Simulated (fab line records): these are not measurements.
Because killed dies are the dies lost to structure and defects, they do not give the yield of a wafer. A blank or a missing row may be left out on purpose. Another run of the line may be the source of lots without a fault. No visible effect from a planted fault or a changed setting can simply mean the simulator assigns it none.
What tool caused it? ; flow gf180mcu ; Sampling: 12 lots, 36 wafers, 4 of 602 route steps

## WHAT THE GAUGES READ, wafer by wafer
GF_V3_OVL_MEAS_15. Usual: V3_OVL gives -4 nm (standard deviation 5.5).
lot;measured;on;V3_OVL (nm);flag
L573;day 22 18:53;overlay-01;-7 -12 -12;
L575;day 23 18:55;overlay-01;2 6 -1;
L581;day 25 14:22;overlay-01;-1 4 -3;
L583;day 26 10:54;overlay-01;0 -4 1;
L585;day 26 17:24;overlay-02;4 6 -1;
L584;day 27 05:30;overlay-01;2 -1 -2;
L587;day 27 11:39;overlay-02;3 -1 -2;
L588;day 27 20:29;overlay-01;-9 -12 -4;
L589;day 28 00:07;overlay-01;-8 2 -3;
L592;day 29 03:36;overlay-01;-6 -6 -1;
L594;day 29 07:03;overlay-02;-13 -10 -5;
L595;day 29 15:58;overlay-02;2 2 2;

GF_V4_THK_MEAS_01. Usual: V4_CVD_00_THK gives 597 nm (standard deviation 7.4).
lot;measured;on;V4_CVD_00_THK (nm);flag
L573;day 23 20:31;filmMetro-03;579 584 597;
L575;day 24 19:10;filmMetro-04;587 583 600;
L581;day 26 13:23;filmMetro-02;298 300 298;OFF
L583;day 27 09:19;filmMetro-02;296 294 300;OFF
L585;day 27 16:24;filmMetro-03;600 603 598;
L584;day 28 02:49;filmMetro-03;603 604 604;
L587;day 28 09:24;filmMetro-02;594 590 599;
L588;day 28 17:04;filmMetro-02;595 589 591;
L589;day 28 21:45;filmMetro-04;609 611 605;
L592;day 30 00:49;filmMetro-04;613 605 600;
L594;day 30 04:25;filmMetro-04;602 603 597;
L595;day 30 13:21;filmMetro-04;601 598 593;

## EACH LOT AND THE TOOL THAT RAN IT (in order: tool; ch and the chambers of the sampled wafers; start)
lot;GF_V3_CMP_04;GF_V4_CVD_00
L573;cmp-01 ch 0,2,3, day 21 19:29;hdpcvd-01 ch 1,2, day 23 20:26
L575;cmp-01 ch 0,1,2, day 22 19:40;hdpcvd-01 ch 1,2, day 24 19:04
L581;cmp-01 ch 0,1, day 24 16:22;hdpcvd-02 ch 0,1,2, day 26 13:18
L583;cmp-02 ch 0,1,2, day 25 14:12;hdpcvd-02 ch 1,2, day 27 09:14
L585;cmp-01 ch 0,2,3, day 25 20:39;hdpcvd-01 ch 0,2, day 27 16:19
L584;cmp-02 ch 0,1,2, day 26 08:19;hdpcvd-01 ch 0,1,2, day 28 02:45
L587;cmp-01 ch 0,1, day 26 14:15;hdpcvd-01 ch 0,1, day 28 09:19
L588;cmp-01 ch 0,3, day 27 00:00;hdpcvd-01 ch 0,1,2, day 28 16:59
L589;cmp-01 ch 1,2, day 27 03:24;hdpcvd-01 ch 0,2, day 28 21:39
L592;cmp-01 ch 0,1, day 28 08:13;hdpcvd-01 ch 0,2, day 30 00:44
L594;cmp-01 ch 0,1,2, day 28 11:16;hdpcvd-02 ch 1,2, day 30 04:19
L595;cmp-02 ch 0,3, day 28 20:05;hdpcvd-02 ch 0,1,2, day 30 13:16
- GF_V3_CMP_04: polishes SiO2.
- GF_V4_CVD_00: deposits SiO2, target thk 600 nm, time 100 s.

## AS READ BY THE TOOLS THEMSELVES (means over the sampled wafers that have a number; for cases with no such wafer, the mark the record gives instead)
GF_V3_CMP_04. Usual: headPressurePsi 4.001 psi, standard deviation 0.0073; motorCurrentA 12.0 A, standard deviation 1.5; timeToEndpointS 78 s, standard deviation 6.5.
lot;tool;headPressurePsi (psi);motorCurrentA (A);timeToEndpointS (s);flag
L573;cmp-01;3.999;11.3;87;
L575;cmp-01;3.996;11.3;83;
L581;cmp-01;4.002;11.2;81;
L583;cmp-02;3.996;11.7;73;
L585;cmp-01;4.001;11.4;81;
L584;cmp-02;3.999;11.6;66;
L587;cmp-01;4.012;10.7;78;
L588;cmp-01;3.995;11.7;73;
L589;cmp-01;3.994;12.1;74;
L592;cmp-01;4.004;11.3;75;
L594;cmp-01;3.998;11.4;76;
L595;cmp-02;4.002;13.7;78;

GF_V4_CVD_00. Usual: sih4FlowSccm 60.00 sccm, standard deviation 0.19; susceptorTempC 400.01 C, standard deviation 0.22.
lot;tool;sih4FlowSccm (sccm);susceptorTempC (C);flag
L573;hdpcvd-01;59.95;399.89;
L575;hdpcvd-01;60.15;400.31;
L581;hdpcvd-02;30.08;399.94;OFF
L583;hdpcvd-02;30.31;400.01;OFF
L585;hdpcvd-01;60.24;399.91;
L584;hdpcvd-01;59.93;399.97;
L587;hdpcvd-01;60.01;400.07;
L588;hdpcvd-01;59.86;400.27;
L589;hdpcvd-01;60.05;400.08;
L592;hdpcvd-01;59.91;400.03;
L594;hdpcvd-02;60.00;400.11;
L595;hdpcvd-02;59.81;400.12;

## THE ANSWER, worked out from the rows above alone
Rule: lot off if the mean of its wafers having a number is beyond 3 standard deviations from the usual mean. Also off: a lot with no number at a reading for which 4 or more lots have one. The other lots that the step has rows for count as sound. After the gauges, taken in route order, come the tools' own readings; for these a lot's mean is taken, as printed above. At the first step where some lot is off, the reading lying furthest off is the one used; lots without a number count as furthest.
Off: L581, L583, seen at GF_V4_THK_MEAS_01 (V4_CVD_00_THK).
A tool fits if, at a process step before that reading, it ran every lot that is off, and no sound lot after the first of them. The gauges at GF_V4_THK_MEAS_01 aren't tried: what is off there is off at GF_V4_CVD_00 too, on other tools, and a gauge's error can't cause that. No candidate that was tried fits.

## WHAT HAD BEEN PUT IN BY THE SIMULATOR
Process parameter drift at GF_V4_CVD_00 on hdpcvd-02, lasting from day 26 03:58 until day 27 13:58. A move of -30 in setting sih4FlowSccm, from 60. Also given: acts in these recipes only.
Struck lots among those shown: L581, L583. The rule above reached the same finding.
